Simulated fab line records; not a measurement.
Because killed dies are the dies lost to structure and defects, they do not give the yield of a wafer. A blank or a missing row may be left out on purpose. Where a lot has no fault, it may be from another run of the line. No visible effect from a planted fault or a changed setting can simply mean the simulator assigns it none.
Code-filled problem report in 8D (eight disciplines) form :: flow gf180mcu :: the parts of the form that need people (team, actions taken, sign-off) are left out

1. THE PROBLEM
V4_CVD_00_THK at GF_V4_THK_MEAS_01 reads a mean of 302 nm on 2 wafers of 2 lots; wafers without a fault read 602 nm with a standard deviation of 7.4. Measured from the usual mean, that is -41 standard deviations.
The first sign was on wafer L232.5 at day 29 01:02, on film_metro-01. The record has a number at this step for 36 wafers belonging to 12 lots. By rule, "out" or "out of limits" means more than 4 standard deviations away from the usual mean. The other wafers with a number count as sound.

2. WHAT IT IS, AND WHAT IT ISN'T
question: which readings at this step
is: V4_CVD_00_THK
is not: -

question: which lots
is: L232, L233
is not: L216, L217, L218, L219, L221, L222, L223, L225, L226, L229

question: which wafers of those lots
is: L232.5, L233.6
is not: L232.1, L232.4, L233.4, L233.5

question: read on which gauges
is: film_metro-01, film_metro-04
is not: film_metro-03

question: when
is: from day 29 01:02
is not: up to then (32 sound wafers); but 2 sound wafers of L233 came after

3. WHAT RULES OUT EACH SUSPECT
Counting: any tool at a process step up to the reading remains a suspect provided it ran every lot that is out. Sound lots after the first of them don't rule it out here, since some wafers of a struck lot are sound.
- the gauge at GF_V4_THK_MEAS_01: ruled out. 2 gauges (film_metro-01, film_metro-04) read the wafers that are out.
- hdpcvd-02 at GF_V4_CVD_00 (deposits SiO2, target thk 600 nm, time 100 s): kept. Ran every lot that is out, first one L232 (day 29 00:56); last sound lot up to then L229 (day 28 05:31). On those wafers its own readings are out: sih4_flow_sccm.
- At GF_V4_CVD_00, inside hdpcvd-02: chamber 0 took the wafers that are out, while their sound lot-mates went through chambers 1, 2.
Left after counting: hdpcvd-02 at GF_V4_CVD_00.

4. THE CAUSE (what the simulator had put in)
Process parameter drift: hdpcvd-02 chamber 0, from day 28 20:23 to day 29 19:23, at GF_V4_CVD_00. The setting sih4_flow_sccm was moved by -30, starting from 60. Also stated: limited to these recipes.
Counting left only this tool.

5. SEQUENCE OF EFFECTS, ordered by route
Each row: a reading where the mean over the struck wafers with a number is more than 3 standard deviations away from the usual. Scope: only readings with a usual standard deviation given in the record; hours: median across lots of the time from each lot's start at the first step in this table that gives one to its start at this step; sigmas: change in usual standard deviations.
hours: 0
step: GF_V4_CVD_00
reading: sih4_flow_sccm
usual: 60.03 sccm
on struck wafers: 30.02
change: -30.02
sigmas: -99 or more

hours: 0
step: GF_V4_THK_MEAS_01
reading: V4_CVD_00_THK
usual: 602 nm
on struck wafers: 302
change: -300
sigmas: -41
Here are the process steps it includes:
- GF_V4_CVD_00: deposits SiO2, target thk 600 nm, time 100 s.

6. HOW IT WOULD HAVE BEEN CAUGHT EARLIER
In this record the first reading out of limits at a measuring or inspecting step was taken at day 29 01:02, 5 hours after the fault began at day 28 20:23.
Tool's own readings at GF_V4_CVD_00, sih4_flow_sccm: out on all struck wafers the step has rows for; an alarm limit on them would have tripped on the first.
Among the 2 lots that are out, L233 began GF_V4_CVD_00 on hdpcvd-02 after day 29 01:02. It would have been spared by a hold on the tool at that moment.
